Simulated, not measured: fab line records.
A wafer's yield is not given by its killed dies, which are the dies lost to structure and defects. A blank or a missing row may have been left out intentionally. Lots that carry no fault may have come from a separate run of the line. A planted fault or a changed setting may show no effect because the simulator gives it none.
A single fault, viewed from 2 desks ; flow sky130 ; every desk sees just its own numbers, and what lay behind them comes last

FOR THE TOOL OWNER'S DESK: implanter-01
For each lot that ran on this tool, the mean over its sampled wafers that have a number, from the tool's own readings at SKY_NWELL_IMPLANT_12. Any lot whose mean is over 4 standard deviations away from the usual mean is out of limits and marked OUT; that distance is given in the brackets.
Columns: A = beam_on_s at SKY_NWELL_IMPLANT_12, usual 9.99 s; B = faraday_current_uA at SKY_NWELL_IMPLANT_12, usual 7.34
lot;first seen here;A;B
L755;day 5 10:42;9.99;7.32
L756;day 5 15:12;10.03;7.30
L765;day 7 20:41;11.48 (+7.8) OUT;6.37 (-7.5) OUT
L769;day 8 18:34;11.40 (+7.4) OUT;6.43 (-7.0) OUT
Finding of this desk: L765, L769 out of limits; the first was L765 at day 7 20:41, on beam_on_s at SKY_NWELL_IMPLANT_12. L755, L756 stayed within limits.

FROM THE METROLOGY DESK
Lot by lot, what the gauges showed, no matter which tool ran the lot: averages of those sampled wafers that carry a number. Any lot whose mean is over 4 standard deviations away from the usual mean is out of limits and marked OUT; that distance is given in the brackets.
Columns: A = PWDE_TW at SKY_PWDE_TW_MEAS_10, usual 369.5; B = NWELL_00_OVL at SKY_NWELL_OVL_MEAS_10, usual -0.2 nm
lot;first seen here;A;B
L755;day 4 16:34;368.5;-0.1
L756;day 4 20:37;372.8;-0.5
L765;day 7 00:24;369.2;-2.8
L769;day 7 22:15;367.6;0.4
L771;day 8 08:30;367.6;0.2
L773;day 8 18:42;370.0;-0.9
This desk's verdict: no lot among the 6 shows anything out of limits.

TAKEN TOGETHER
The tool owner's desk could have raised an alarm at day 7 20:41, on L765, L769.
From the metrology desk's view, nothing was out of limits.
The metrology desk holds a record of L765, L769, inside its limits.
All the named lots went through SKY_NWELL_IMPLANT_12 on implanter-01.

WHAT HAD BEEN PUT IN BY THE SIMULATOR
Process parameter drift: implanter-01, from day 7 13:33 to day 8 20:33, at SKY_NWELL_IMPLANT_12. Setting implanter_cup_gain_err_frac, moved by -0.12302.
Lots struck among those shown: L765, L769.
Time in hours from fault onset to the first out-of-limits reading at each desk: the tool owner's desk, 7.
